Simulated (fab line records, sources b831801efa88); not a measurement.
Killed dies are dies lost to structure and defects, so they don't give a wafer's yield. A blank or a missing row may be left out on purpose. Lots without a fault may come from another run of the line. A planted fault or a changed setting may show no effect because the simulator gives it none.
Chamber matching | flow sky130 | SKY_VIA1_CMP_24 on cmp-01: 4 sister chambers
The step polishes, stops on SiO2, t overpolish 15 s, target thk 0 nm. 14 wafers are shown with their chamber, then 7 later ones without.

WAFERS WITH THEIR CHAMBER
wafer  | chamber | motor_current_A (A) | time_to_endpoint_s (s) | overpolish_run_s (s)
L591.4 | 1       | 11.3                | 76                     | 14.994
L591.5 | 0       | 10.0                | 70                     | 14.998
L591.6 | 3       | 12.2                | 70                     | 14.998
L595.3 | 3       | 12.1                | 65                     | 15.012
L595.4 | 1       | 11.4                | 71                     | 15.002
L595.6 | 1       | 11.3                | 71                     | 14.996
L596.1 | 0       | 9.5                 | 65                     | 15.013
L596.2 | 1       | 11.0                | 71                     | 14.987
L596.3 | 2       | 9.2                 | 62                     | 14.993
L597.1 | 1       | 11.3                | 71                     | 14.995
L597.4 | 2       | 9.6                 | 60                     | 15.012
L597.6 | 0       | 9.5                 | 67                     | 15.001
L598.3 | 1       | 11.7                | 70                     | 14.993
L598.4 | 3       | 11.9                | 71                     | 15.005

SIGNATURES (means of the wafers above)
reading            | chamber 0 | chamber 1 | chamber 2 | chamber 3 | scatter within a chamber
motor_current_A    | 9.667     | 11.333    | 9.400     | 12.067    | 0.234
time_to_endpoint_s | 67.33     | 71.67     | 61.00     | 68.67     | 2.42
overpolish_run_s   | 15.00400  | 14.99450  | 15.00250  | 15.00500  | 0.00722
Rule: a wafer's distance from a chamber is the root of the sum, over the readings, of the square of ((its reading less the chamber's mean) divided by the reading's scatter). The wafer belongs to the nearest chamber; if the next one is less than 2 further off, it can't be placed. The scatter: the root of (the sum of the squares of (reading less its chamber's mean) over the shown wafers, divided by (wafers less chambers)).

WAFERS WITHOUT THEIR CHAMBER
wafer  | motor_current_A (A) | time_to_endpoint_s (s) | overpolish_run_s (s)
L598.6 | 12.8                | 67                     | 15.001
L605.1 | 12.2                | 67                     | 15.014
L605.2 | 8.9                 | 66                     | 15.005
L605.5 | 10.0                | 68                     | 14.998
L612.1 | 9.5                 | 67                     | 14.997
L612.3 | 11.7                | 71                     | 14.989
L612.6 | 10.1                | 66                     | 15.008

WHICH CHAMBER EACH WENT THROUGH
wafer  | from the rows above     | in truth
L598.6 | 3                       | 3
L605.1 | 3                       | 3
L605.2 | can't be placed: 2 or 0 | 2
L605.5 | 0                       | 0
L612.1 | can't be placed: 0 or 2 | 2
L612.3 | can't be placed: 1 or 3 | 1
L612.6 | can't be placed: 0 or 2 | 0
Placed correctly: 3 of 7. Can't be placed from these rows: 4 (the true chamber is among the candidates in 4). Placed wrongly: 0.
